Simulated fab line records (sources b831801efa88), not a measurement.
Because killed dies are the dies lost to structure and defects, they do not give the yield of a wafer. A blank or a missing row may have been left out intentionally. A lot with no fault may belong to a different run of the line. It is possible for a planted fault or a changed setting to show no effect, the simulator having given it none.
fab line records | flow sky130
record lots=24 wafers=72 lastDay=50
route steps=708 shown FIELD_ISO@15 LDD_HVN@276 LI_CONTACT@382 METAL1@436 VIA2@520
lots with no fault: from the same line, run without faults
startH: hours from the record's first day to the start of the lot's first wafer shown | waitH: how many hours have passed since the lot's step before this one | " same as the row above | L1.1+2: a row that stands for several wafers | - value missing, or start not given | * or withheld: withheld | < > ~ a bound
route shown NAME@n: names a module that has steps shown in the file, with the first one's number in the route | usual: mean/standard deviation taken from wafers without a fault | same: alike in all rows | chamber/n: place in a boat | sites: per-site readings | _std_site: their standard deviation | _edge_site: the outer-site mean with the inner-site mean subtracted | radiusMm: for every site, how far away it sits from the centre of the wafer | mask NAME#n: copy n | behind: the most recent tool/chamber to have shaped the wafer | hold: why the lot went on hold/how many hours it stayed there/how the hold came to an end | device: names the non-switching transistor (n, p or np) | end of line: the same wafers' tests at the end of the route | step lacking rows: just its recipe | killed: at the first sort, the dies lost to defects and structure; wafer yield is something else | map: the dies of a wafer, with x for killed, . for not killed, _ for no die there
set.NAME: the setting that was run; set.NAME@STEP: the one run at that earlier step | model.NAME: the simulator's own value behind a step, which no gauge read
the route's steps for a sample of lots (tables are steps, rows are wafers)
services: the hour from which a tool's chamber was out of use, counted from the record's first day as startH (under 0 if before that day), plus the number of hours and why
## steps
# step SKY_FIELD_ISO_ETCH_14
# recipe chemistry=N2/H2 target=BARC ionEnergyEv=200 sourceW=500 biasW=100 pressureMtorr=30 n2FlowSccm=100 h2FlowSccm=200 stopOn=SiO2 timeS=45.9 targetDepthA=600
# usual drypumpMotorCurrentA=5.9/0.41 n2FlowSccm=100.0/0.33 oesProductAu=0.855/0.0047 throttleValvePct=13.226/0.0091
# columns lot.wafer tool chamber startH waitH drypumpMotorCurrentA n2FlowSccm oesProductAu rfHoursCounterH throttleValvePct
L074.1 rieDiel-04 0 31.04 0.1 5.5 100.2 0.858 19 13.225
L074.4 " 3 " " 5.4 100.8 0.847 94 13.222
L074.6 " 1 " " 5.6 100.1 0.854 - 13.242
L075.2 rieDiel-02 1 33.22 0.1 5.4 100.2 0.859 61 13.221
L075.3 " 0 " " 6.2 100.3 0.855 1 13.245
L075.6 " 3 " " 6.1 99.7 0.852 - 13.208
L076.3 rieDiel-03 0 39.40 0.1 6.7 100.3 0.854 97 13.220
L076.5 " 3 " " 6.2 100.3 0.852 - 13.239
L076.6 " 2 " " 5.5 99.9 0.859 - 13.216
L077.3 rieDiel-02 2 46.91 0.1 5.8 100.6 0.858 109 13.234
L077.4 " 0 " " 6.2 99.6 0.850 2 13.215
L077.5 " 0 " " 6.2 100.1 0.852 - 13.226
L078.1 rieDiel-03 0 50.15 0.1 6.7 99.3 0.854 98 13.221
L078.4 " 3 " " 6.1 99.6 0.854 3 13.215
L078.6 " 0 " " 6.6 99.5 0.844 - 13.218
L079.1 rieDiel-02 2 57.15 0.1 5.8 100.3 0.849 110 13.212
L079.4 " 1 " " 5.4 100.4 0.853 62 13.228
L079.6 " 0 " " 6.2 99.8 0.855 - 13.231
L080.2 rieDiel-04 3 60.70 0.1 5.4 100.3 0.864 95 13.227
L080.4 " 2 " " 5.6 99.8 0.856 137 13.207
L080.6 " 2 " " 5.6 100.0 0.854 - 13.218
L081.2 rieDiel-03 3 67.44 0.1 6.1 99.3 0.852 3 13.240
L081.3 " 1 " " 6.3 99.8 0.855 134 13.238
L081.5 " 3 " " 6.1 99.5 0.851 - 13.214
L082.2 rieDiel-04 0 73.21 0.1 5.6 99.7 0.850 19 13.243
L082.5 " 3 " " 5.3 100.1 0.852 - 13.230
L082.6 " 2 " " 5.6 100.1 0.848 - 13.216
L083.2 rieDiel-02 0 77.79 0.1 6.2 100.1 0.859 2 13.229
L083.5 " 0 " " 6.2 100.0 0.855 - 13.221
L083.6 " 3 " " 6.1 99.0 0.851 - 13.229
L084.4 rieDiel-02 1 80.36 0.0 5.4 100.2 0.850 62 13.217
L084.5 " 2 " " 5.8 100.1 0.861 - 13.226
L084.6 " 1 " " 5.4 99.7 0.859 - 13.241
L085.1 rieDiel-03 0 85.69 0.1 6.6 100.1 0.855 98 13.224
L085.5 " 1 " " 6.3 100.1 0.857 - 13.231
L085.6 " 0 " " 6.7 100.2 0.852 - 13.215
L086.2 rieDiel-03 3 90.50 0.1 6.1 100.2 0.850 4 13.226
L086.5 " 0 " " 6.7 100.0 0.865 - 13.236
L086.6 " 3 " " 6.1 100.1 0.847 - 13.231
L087.2 rieDiel-03 0 97.24 0.1 6.6 99.8 0.852 99 13.221
L087.3 " 1 " " 6.3 100.2 0.858 135 13.216
L087.4 " 3 " " 6.2 99.9 0.843 4 13.229
L088.1 rieDiel-04 0 103.49 0.1 5.5 100.2 0.858 19 13.237
L088.2 " 3 " " 5.4 100.0 0.851 95 13.228
L088.3 " 1 " " 5.6 99.8 0.854 25 13.222
L089.3 rieDiel-04 2 107.85 0.1 5.7 100.0 0.858 138 13.223
L089.4 " 3 " " 5.3 99.5 0.854 95 13.225
L089.5 " 2 " " 5.6 100.1 0.853 - 13.241
L090.2 rieDiel-02 3 112.44 0.1 6.1 100.4 0.848 128 13.217
L090.3 " 1 " " 5.4 99.8 0.859 63 13.216
L090.5 " 0 " " 6.2 100.1 0.862 - 13.216
L091.1 rieDiel-02 2 116.40 0.1 5.9 100.1 0.855 111 13.213
L091.3 " 3 " " 6.1 100.3 0.867 128 13.239
L091.6 " 1 " " 5.3 99.9 0.862 - 13.221
L092.2 rieDiel-03 3 122.36 0.1 6.1 99.6 0.857 5 13.224
L092.3 " 2 " " 5.5 100.1 0.862 154 13.225
L092.4 " 0 " " 6.6 100.2 0.856 99 13.222
L093.1 rieDiel-04 3 127.40 0.1 5.4 99.9 0.852 96 13.222
L093.3 " 2 " " 5.7 99.9 0.861 138 13.235
L093.5 " 3 " " 5.4 100.0 0.851 - 13.214
L094.2 rieDiel-02 3 134.76 0.1 6.1 99.6 0.857 128 13.223
L094.3 " 0 " " 6.2 99.7 0.863 4 13.225
L094.5 " 1 " " 5.4 99.8 0.853 - 13.227
L095.1 rieDiel-02 3 138.15 0.1 6.1 99.7 0.854 129 13.231
L095.3 " 1 " " 5.4 100.1 0.858 63 13.228
L095.6 " 0 " " 6.2 100.0 0.857 - 13.233
L096.1 rieDiel-04 0 144.05 0.1 5.6 100.5 0.855 20 13.199
L096.3 " 1 " " 5.5 99.7 0.857 26 13.230
L096.4 " 3 " " 5.3 100.4 0.857 96 13.227
L097.1 rieDiel-03 0 148.01 0.1 6.7 99.7 0.858 100 13.224
L097.3 " 2 " " 5.5 99.8 0.861 154 13.230
L097.4 " 3 " " 6.1 100.0 0.853 5 13.219
# step SKY_LDD_HVN_STRIP_09
# recipe chemistry=O2/N2 powerW=1400 pressureMtorr=1500 platenTempC=withheld o2FlowSccm=3000 n2FlowSccm=300 overashFraction=0.5
# usual drypumpMotorCurrentA=5.61/0.29 n2FlowSccm=300.0/0.88 oesProductAu=0.408/0.0049 stripTimeToEndpointS=4.141/0.014
# columns lot.wafer tool chamber startH waitH drypumpMotorCurrentA n2FlowSccm oesProductAu rfHoursCounterH stripTimeToEndpointS
L074.1 plasmaAsher-01 1 482.62 0.1 5.69 299.4 0.408 31 4.148
L074.4 " 0 " " 5.55 301.7 0.401 - 4.137
L074.6 " 1 " " 5.72 299.4 0.408 - 4.149
L075.2 plasmaAsher-02 1 482.87 0.1 6.02 297.9 0.403 6 4.140
L075.3 " 1 " " 6.03 300.6 0.404 - 4.134
L075.6 " 1 " " 6.04 298.0 0.412 - 4.149
L076.3 plasmaAsher-02 1 494.49 0.1 5.99 300.2 0.407 - 4.138
L076.5 " 0 " " 5.42 300.3 0.407 - 4.127
L076.6 " 1 " " 6.01 300.1 0.406 - 4.127
L077.3 plasmaAsher-02 0 508.00 0.1 5.42 301.1 0.411 - 4.124
L077.4 " 1 " " 6.04 300.3 0.404 - 4.135
L077.5 " 1 " " 6.03 299.8 0.406 - 4.145
L079.1 plasmaAsher-01 1 524.65 0.1 5.75 301.6 0.406 34 4.149
L079.4 " 1 " " 5.68 300.5 0.409 - 4.140
L079.6 " 0 " " 5.54 299.9 0.407 - 4.152
L078.1 plasmaAsher-03 1 525.47 0.1 5.87 299.9 0.405 76 4.137
L078.4 " 1 " " 5.84 299.6 0.403 - 4.166
L078.6 " 1 " " 5.86 299.7 0.409 - 4.146
L080.2 plasmaAsher-01 1 532.85 0.1 5.81 299.2 0.408 35 4.138
L080.4 " 1 " " 5.76 299.0 0.411 - 4.138
L080.6 " 1 " " 5.73 301.5 0.414 - 4.112
L081.2 plasmaAsher-01 1 535.65 0.1 5.77 299.0 0.406 35 4.143
L081.3 " 0 " " 5.57 301.5 0.410 - 4.123
L081.5 " 0 " " 5.55 301.0 0.417 - 4.135
L082.2 plasmaAsher-03 0 539.77 0.1 5.15 299.3 0.410 77 4.129
L082.5 " 1 " " 5.85 300.5 0.411 - 4.128
L082.6 " 0 " " 5.14 299.7 0.412 - 4.138
L084.4 plasmaAsher-03 1 557.05 0.1 5.84 298.7 0.403 - 4.141
L084.5 " 0 " " 5.14 300.2 0.408 - 4.119
L084.6 " 1 " " 5.85 299.8 0.411 - 4.137
L083.2 plasmaAsher-01 0 557.92 0.1 5.53 298.2 0.420 37 4.149
L083.5 " 1 " " 5.71 299.5 0.394 - 4.125
L083.6 " 0 " " 5.54 298.8 0.407 - 4.140
L085.1 plasmaAsher-03 1 569.72 0.1 5.86 300.1 0.404 80 4.140
L085.5 " 1 " " 5.86 299.9 0.412 - 4.135
L085.6 " 0 " " 5.14 300.6 0.401 - 4.134
L086.2 plasmaAsher-03 0 571.32 0.1 5.13 298.8 0.410 81 4.137
L086.5 " 1 " " 5.89 300.5 0.403 - 4.144
L086.6 " 0 " " 5.12 299.5 0.410 - 4.136
L087.2 plasmaAsher-03 0 574.07 0.1 5.12 300.3 0.419 81 4.150
L087.3 " 1 " " 5.87 299.7 0.410 - 4.157
L087.4 " 0 " " 5.14 300.4 0.405 - 4.128
L088.1 plasmaAsher-01 0 584.62 0.1 5.55 299.5 0.414 41 4.139
L088.2 " 1 " " 5.69 300.3 0.407 41 4.123
L088.3 " 1 " " 5.69 299.7 0.408 - 4.134
L089.3 plasmaAsher-03 0 590.50 0.1 5.13 298.7 0.401 - 4.139
L089.4 " 1 " " 5.85 302.1 0.415 - 4.155
L089.5 " 0 " " 5.14 299.3 0.396 - 4.135
L090.2 plasmaAsher-02 1 599.67 0.1 6.02 301.3 0.407 15 4.148
L090.3 " 0 " " 5.42 300.6 0.409 - 4.129
L090.5 " 1 " " 6.04 300.2 0.406 - 4.163
L091.1 plasmaAsher-01 0 604.05 0.1 5.54 300.1 0.412 43 4.153
L091.3 " 0 " " 5.58 300.2 0.414 - 4.172
L091.6 " 0 " " 5.56 300.2 0.415 - 4.170
L092.2 plasmaAsher-01 1 615.37 0.1 5.73 298.6 0.405 44 4.151
L092.3 " 0 " " 5.55 300.5 0.411 - 4.152
L092.4 " 1 " " 5.76 301.5 0.405 - 4.127
L093.1 plasmaAsher-03 0 621.12 0.1 5.13 301.6 0.404 86 4.158
L093.3 " 1 " " 5.88 301.4 0.408 - 4.167
L093.5 " 0 " " 5.14 300.2 0.401 - 4.156
L094.2 plasmaAsher-03 1 628.65 0.1 5.86 299.6 0.409 87 4.136
L094.3 " 0 " " 5.14 298.2 0.418 - 4.152
L094.5 " 0 " " 5.15 300.2 0.412 - 4.146
L095.1 plasmaAsher-01 0 643.67 0.1 5.56 299.2 0.407 46 4.135
L095.3 " 0 " " 5.56 300.0 0.412 - 4.143
L095.6 " 1 " " 5.71 299.8 0.405 - 4.126
L096.1 plasmaAsher-02 1 645.52 0.1 6.04 300.2 0.404 20 4.157
L096.3 " 0 " " 5.42 298.9 0.409 - 4.151
L096.4 " 1 " " 6.02 298.9 0.402 - 4.180
L097.1 plasmaAsher-02 1 653.42 0.1 6.01 300.0 0.405 20 4.125
L097.3 " 0 " " 5.41 301.5 0.410 - 4.131
L097.4 " 1 " " 6.04 298.0 0.410 - 4.128
# step SKY_LI_CONTACT_SPUTTER_20
# recipe material=TiN targetThkNm=20 chamberPressurePa=5 powerW=4000 timeS=80
# usual throttleValvePct=30.1/1.3
# columns lot.wafer tool chamber startH waitH throttleValvePct
L074.1 pvdSputter-04 - 693.01 0.0 30.7
L074.4 " - " " 29.3
L074.6 " - " " 30.6
L075.2 pvdSputter-02 - 696.01 0.0 29.7
L075.3 " - " " 33.4
L075.6 " - " " 29.5
L076.3 pvdSputter-02 - 706.83 0.0 29.6
L076.5 " - " " 30.3
L076.6 " - " " 32.1
L077.3 pvdSputter-01 - 719.11 0.0 29.6
L077.4 " - " " 29.5
L077.5 " - " " 29.7
L079.1 pvdSputter-01 - 731.39 0.0 29.5
L079.4 " - " " 30.5
L079.6 " - " " 29.4
L078.1 pvdSputter-01 - 733.14 0.0 29.9
L078.4 " - " " 29.6
L078.6 " - " " 29.3
L080.2 pvdSputter-02 - 740.74 0.0 29.7
L080.4 " - " " 33.2
L080.6 " - " " 29.7
L081.2 pvdSputter-01 - 741.69 0.0 29.9
L081.3 " - " " 30.4
L081.5 " - " " 29.6
L082.2 pvdSputter-04 - 747.44 0.0 28.1
L082.5 " - " " 27.9
L082.6 " - " " 30.6
L084.4 pvdSputter-02 - 761.89 0.0 33.2
L084.5 " - " " 33.1
L084.6 " - " " 29.4
L083.2 pvdSputter-04 - 764.34 0.0 28.1
L083.5 " - " " 29.3
L083.6 " - " " 30.8
L085.1 pvdSputter-04 - 772.23 0.0 28.1
L085.5 " - " " 30.6
L085.6 " - " " 29.7
L086.2 pvdSputter-04 - 775.86 0.0 30.7
L086.5 " - " " 28.1
L086.6 " - " " 29.4
L087.2 pvdSputter-02 - 776.40 0.0 33.0
L087.3 " - " " 30.6
L087.4 " - " " 29.3
L088.1 pvdSputter-04 - 785.40 0.0 30.5
L088.2 " - " " 29.6
L088.3 " - " " 29.6
L089.3 pvdSputter-02 - 790.61 0.0 29.6
L089.4 " - " " 33.1
L089.5 " - " " 29.7
L090.2 pvdSputter-04 - 799.99 0.0 29.5
L090.3 " - " " 30.9
L090.5 " - " " 29.7
L091.1 pvdSputter-01 - 802.14 0.0 29.3
L091.3 " - " " 30.3
L091.6 " - " " 29.1
L092.2 pvdSputter-02 - 814.32 0.0 30.6
L092.3 " - " " 33.2
L092.4 " - " " 29.6
L093.1 pvdSputter-04 - 820.14 0.0 29.5
L093.3 " - " " 29.4
L093.5 " - " " 28.3
L094.2 pvdSputter-04 - 826.09 0.0 30.7
L094.3 " - " " 29.6
L094.5 " - " " 28.0
L095.1 pvdSputter-01 - 840.09 0.0 29.5
L095.3 " - " " 30.2
L095.6 " - " " 29.1
L096.1 pvdSputter-01 - 840.65 0.0 29.6
L096.3 " - " " 30.5
L096.4 " - " " 29.5
L097.1 pvdSputter-04 - 848.36 0.0 30.7
L097.3 " - " " 29.5
L097.4 " - " " 29.5
# step SKY_METAL1_SPUTTER_02
# recipe material=AlCu targetThkNm=250 powerW=10600 timeS=13.3 chamberPressurePa=0.4
# usual throttleValvePct=29.9/1.1
# columns lot.wafer tool chamber startH waitH throttleValvePct
L074.1 pvdSputter-02 - 751.30 0.0 30.4
L074.4 " - " " 32.3
L074.6 " - " " 29.5
L075.2 pvdSputter-03 - 754.31 0.0 30.4
L075.3 " - " " 30.3
L075.6 " - " " 29.4
L076.3 pvdSputter-01 - 766.53 0.0 29.5
L076.5 " - " " 29.3
L076.6 " - " " 30.4
L077.3 pvdSputter-01 - 778.36 0.0 29.4
L077.4 " - " " 30.5
L077.5 " - " " 29.6
L079.1 pvdSputter-03 - 789.01 0.0 27.8
L079.4 " - " " 30.6
L079.6 " - " " 28.1
L078.1 pvdSputter-03 - 790.54 0.0 28.2
L078.4 " - " " 29.0
L078.6 " - " " 30.3
L080.2 pvdSputter-01 - 798.48 0.0 29.6
L080.4 " - " " 29.5
L080.6 " - " " 29.7
L081.2 pvdSputter-03 - 799.83 0.0 28.2
L081.3 " - " " 28.9
L081.5 " - " " 30.3
L082.2 pvdSputter-03 - 803.54 0.0 28.2
L082.5 " - " " 30.5
L082.6 " - " " 27.8
L084.4 pvdSputter-01 - 818.09 0.0 30.3
L084.5 " - " " 29.6
L084.6 " - " " 29.6
L083.2 pvdSputter-02 - 820.37 0.0 30.6
L083.5 " - " " 30.6
L083.6 " - " " 29.5
L085.1 pvdSputter-01 - 828.87 0.0 30.4
L085.5 " - " " 30.3
L085.6 " - " " 29.8
L086.2 pvdSputter-02 - 831.91 0.0 30.4
L086.5 " - " " 30.8
L086.6 " - " " 31.9
L087.2 pvdSputter-01 - 832.09 0.0 29.5
L087.3 " - " " 30.4
L087.4 " - " " 29.4
L088.1 pvdSputter-01 - 841.40 0.0 29.2
L088.2 " - " " 29.7
L088.3 " - " " 30.4
L089.3 pvdSputter-01 - 846.79 0.0 30.4
L089.4 " - " " 29.5
L089.5 " - " " 29.4
L090.2 pvdSputter-03 - 855.14 0.0 29.2
L090.3 " - " " 30.4
L090.5 " - " " 28.1
L091.1 pvdSputter-02 - 857.78 0.0 29.7
L091.3 " - " " 33.2
L091.6 " - " " 32.2
L092.2 pvdSputter-01 - 870.03 0.0 29.3
L092.3 " - " " 29.6
L092.4 " - " " 29.7
L093.1 pvdSputter-01 - 876.14 0.0 29.2
L093.3 " - " " 29.3
L093.5 " - " " 29.7
L094.2 pvdSputter-03 - 880.77 0.0 30.2
L094.3 " - " " 29.0
L094.5 " - " " 30.5
L095.1 pvdSputter-02 - 894.24 0.0 32.3
L095.3 " - " " 29.7
L095.6 " - " " 29.5
L096.1 pvdSputter-01 - 895.15 0.0 30.4
L096.3 " - " " 29.8
L096.4 " - " " 29.6
L097.1 pvdSputter-03 - 902.64 0.0 28.3
L097.3 " - " " 30.2
L097.4 " - " " 29.0
# step SKY_METAL1_STRIP_20
# recipe chemistry=O2/N2 powerW=1400 pressureMtorr=1500 platenTempC=withheld o2FlowSccm=3000 n2FlowSccm=300 overashFraction=0.5
# usual drypumpMotorCurrentA=5.68/0.3 n2FlowSccm=300.0/0.9 oesProductAu=0.342/0.0054 stripTimeToEndpointS=2.68/0.068
# columns lot.wafer tool chamber startH waitH drypumpMotorCurrentA n2FlowSccm oesProductAu rfHoursCounterH stripTimeToEndpointS
L074.1 plasmaAsher-02 1 778.82 0.1 6.03 299.3 0.337 34 2.64
L074.4 " 0 " " 5.42 300.8 0.340 - 2.70
L074.6 " 1 " " 6.01 299.4 0.351 - 2.72
L075.2 plasmaAsher-04 1 782.61 0.1 5.92 299.9 0.344 4 2.77
L075.3 " 0 " " 5.41 300.8 0.345 - 2.70
L075.6 " 1 " " 5.91 301.5 0.336 - 2.76
L076.3 plasmaAsher-02 0 794.09 0.1 5.42 300.9 0.343 - 2.73
L076.5 " 1 " " 6.02 300.0 0.339 - 2.70
L076.6 " 0 " " 5.42 301.5 0.350 - 2.76
L077.3 plasmaAsher-04 0 804.91 0.1 5.42 301.3 0.347 - 2.69
L077.4 " 1 " " 5.93 299.9 0.343 - 2.75
L077.5 " 1 " " 5.93 300.7 0.346 - 2.72
L079.1 plasmaAsher-02 1 815.66 0.1 6.04 300.3 0.338 37 2.77
L079.4 " 0 " " 5.39 300.4 0.338 - 2.72
L079.6 " 1 " " 6.04 300.0 0.342 - 2.70
L078.1 plasmaAsher-03 1 816.96 0.1 5.83 298.7 0.334 106 2.65
L078.4 " 0 " " 5.14 299.1 0.341 - 2.63
L078.6 " 1 " " 5.87 299.3 0.339 - 2.65
L080.2 plasmaAsher-04 0 825.25 0.1 5.38 301.4 0.348 7 2.73
L080.4 " 1 " " 5.90 300.9 0.341 - 2.67
L080.6 " 0 " " 5.40 300.7 0.344 - 2.67
L081.2 plasmaAsher-04 1 826.41 0.1 5.91 298.8 0.339 7 2.56
L081.3 " 1 " " 5.90 299.7 0.340 - 2.62
L081.5 " 0 " " 5.43 299.6 0.334 - 2.59
L082.2 plasmaAsher-04 0 830.21 0.1 5.41 298.8 0.334 8 2.71
L082.5 " 1 " " 5.93 300.1 0.351 - 2.72
L082.6 " 0 " " 5.38 298.4 0.349 - 2.65
L084.4 plasmaAsher-02 1 844.73 0.1 6.03 298.9 0.350 - 2.80
L084.5 " 0 " " 5.41 299.6 0.333 - 2.76
L084.6 " 1 " " 6.06 300.0 0.353 - 2.75
L083.2 plasmaAsher-02 1 846.62 0.1 6.05 299.5 0.343 41 2.60
L083.5 " 1 " " 6.04 300.2 0.339 - 2.53
L083.6 " 0 " " 5.41 299.7 0.330 - 2.60
L085.1 plasmaAsher-02 1 855.36 0.1 6.02 299.8 0.351 41 2.75
L085.5 " 0 " " 5.41 298.6 0.337 - 2.73
L085.6 " 1 " " 6.04 297.6 0.333 - 2.64
L086.2 plasmaAsher-02 0 857.11 0.1 5.42 302.2 0.344 42 2.58
L086.5 " 0 " " 5.43 302.0 0.346 - 2.72
L086.6 " 1 " " 6.02 302.7 0.337 - 2.55
L087.2 plasmaAsher-04 1 857.50 0.1 5.91 300.0 0.334 10 2.52
L087.3 " 0 " " 5.40 300.4 0.339 - 2.55
L087.4 " 1 " " 5.93 300.1 0.343 - 2.61
L088.1 plasmaAsher-04 1 866.62 0.1 5.90 299.9 0.344 11 2.64
L088.2 " 0 " " 5.43 299.8 0.343 11 2.76
L088.3 " 0 " " 5.38 300.3 0.342 - 2.75
L089.3 plasmaAsher-02 0 873.34 0.1 5.41 300.1 0.343 - 2.61
L089.4 " 1 " " 6.05 300.3 0.351 - 2.72
L089.5 " 0 " " 5.39 300.6 0.341 - 2.61
L090.2 plasmaAsher-04 0 880.10 0.1 5.40 300.5 0.335 13 2.57
L090.3 " 1 " " 5.91 300.5 0.344 - 2.69
L090.5 " 1 " " 5.92 300.2 0.337 - 2.68
L091.1 plasmaAsher-02 0 883.72 0.1 5.41 300.4 0.351 44 2.79
L091.3 " 1 " " 6.03 298.9 0.340 - 2.71
L091.6 " 0 " " 5.42 300.2 0.346 - 2.71
L092.2 plasmaAsher-04 1 895.40 0.1 5.91 301.4 0.343 14 2.72
L092.3 " 0 " " 5.45 299.5 0.338 - 2.68
L092.4 " 1 " " 5.92 301.3 0.345 - 2.74
L093.1 plasmaAsher-04 1 901.56 0.1 5.91 299.7 0.338 15 2.73
L093.3 " 1 " " 5.92 300.3 0.341 - 2.72
L093.5 " 0 " " 5.40 299.5 0.347 - 2.77
L094.2 plasmaAsher-02 1 906.29 0.1 6.02 298.5 0.343 46 2.70
L094.3 " 1 " " 6.04 299.2 0.337 - 2.66
L094.5 " 0 " " 5.41 298.8 0.347 - 2.69
L095.1 plasmaAsher-02 1 919.42 0.1 6.04 300.1 0.332 48 2.63
L095.3 " 0 " " 5.41 298.6 0.338 - 2.65
L095.6 " 0 " " 5.41 299.5 0.336 - 2.66
L096.1 plasmaAsher-02 1 920.99 0.1 6.05 299.7 0.341 48 2.77
L096.3 " 0 " " 5.41 300.2 0.342 - 2.78
L096.4 " 1 " " 6.03 299.7 0.340 - 2.78
L097.1 plasmaAsher-03 1 928.25 0.1 5.87 299.6 0.348 117 2.75
L097.3 " 1 " " 5.85 300.7 0.348 - 2.70
L097.4 " 0 " " 5.13 300.6 0.332 - 2.56
# step SKY_VIA2_OVL_MEAS_13
# usual VIA2_OVL=1/5.7
# columns lot.wafer tool chamber startH waitH VIA2_OVL[nm]
L074.1 overlay-02 - 861.68 0.1 0
L074.4 " - " " 2
L074.6 " - " " 0
L075.2 overlay-01 - 864.49 0.1 2
L075.3 " - " " 1
L075.6 " - " " 0
L076.3 overlay-02 - 876.02 0.1 -4
L076.5 " - " " 4
L076.6 " - " " -6
L077.3 overlay-01 - 887.02 0.1 -2
L077.4 " - " " 8
L077.5 " - " " 1
L079.1 overlay-02 - 897.03 0.1 5
L079.4 " - " " 3
L079.6 " - " " -1
L078.1 overlay-01 - 897.11 0.1 2
L078.4 " - " " -7
L078.6 " - " " -3
L080.2 overlay-01 - 904.56 0.1 13
L080.4 " - " " 9
L080.6 " - " " 5
L081.2 overlay-01 - 906.25 0.1 -3
L081.3 " - " " -3
L081.5 " - " " -9
L082.2 overlay-02 - 909.96 0.1 6
L082.5 " - " " -4
L082.6 " - " " 2
L084.4 overlay-01 - 922.70 0.1 5
L084.5 " - " " 2
L084.6 " - " " 2
L083.2 overlay-01 - 925.96 0.1 -5
L083.5 " - " " -6
L083.6 " - " " -9
L085.1 overlay-02 - 934.24 0.1 -11
L085.5 " - " " -2
L085.6 " - " " -1
L086.2 overlay-02 - 936.39 0.1 2
L086.5 " - " " -8
L086.6 " - " " 6
L087.2 overlay-01 - 936.74 0.1 -3
L087.3 " - " " 6
L087.4 " - " " -6
L088.1 overlay-02 - 946.54 0.1 1
L088.2 " - " " 15
L088.3 " - " " 9
L089.3 overlay-01 - 950.92 0.1 -8
L089.4 " - " " 4
L089.5 " - " " -2
L090.2 overlay-02 - 958.16 0.1 5
L090.3 " - " " 4
L090.5 " - " " 4
L091.1 overlay-02 - 961.59 0.1 -1
L091.3 " - " " -4
L091.6 " - " " 1
L092.2 overlay-02 - 973.39 0.1 -2
L092.3 " - " " 4
L092.4 " - " " 2
L093.1 overlay-01 - 979.36 0.1 5
L093.3 " - " " 5
L093.5 " - " " 0
L094.2 overlay-02 - 983.51 0.1 7
L094.3 " - " " 8
L094.5 " - " " 14
L095.1 overlay-01 - 996.81 0.1 1
L095.3 " - " " 3
L095.6 " - " " 3
L096.1 overlay-02 - 998.09 0.1 -10
L096.3 " - " " -9
L096.4 " - " " -7
L097.1 overlay-02 - 1004.64 0.1 -2
L097.3 " - " " 11
L097.4 " - " " -2
## services
# columns tool chamber startH hours kind
pvdSputter-01 - 14.65 3.1 repair
plasmaAsher-02 - 34.88 2.4 repair
pvdSputter-02 - 53.40 60.7 repair
pvdSputter-02 - 93.44 1.7 repair
pvdSputter-01 - 103.96 1.7 repair
plasmaAsher-03 - 111.79 7.0 repair
pvdSputter-02 - 113.84 1.2 repair
pvdSputter-01 - 167.83 2.5 repair
pvdSputter-01 - 211.56 3.8 repair
pvdSputter-02 - 344.76 11.0 repair
pvdSputter-02 - 370.62 3.4 repair
plasmaAsher-02 - 377.59 6.4 repair
plasmaAsher-02 - 421.25 9.0 pm
pvdSputter-01 - 513.58 13.8 repair
pvdSputter-01 - 539.63 0.9 repair
plasmaAsher-02 - 541.07 0.7 repair
plasmaAsher-02 - 559.16 28.1 pm
pvdSputter-01 - 560.18 7.4 repair
plasmaAsher-02 - 611.32 0.3 repair
plasmaAsher-03 - 612.80 1.3 repair
pvdSputter-02 - 796.10 2.3 repair
pvdSputter-01 - 802.79 0.7 repair
plasmaAsher-02 - 850.81 1.6 repair
pvdSputter-01 - 887.20 4.6 repair
## key
fault none
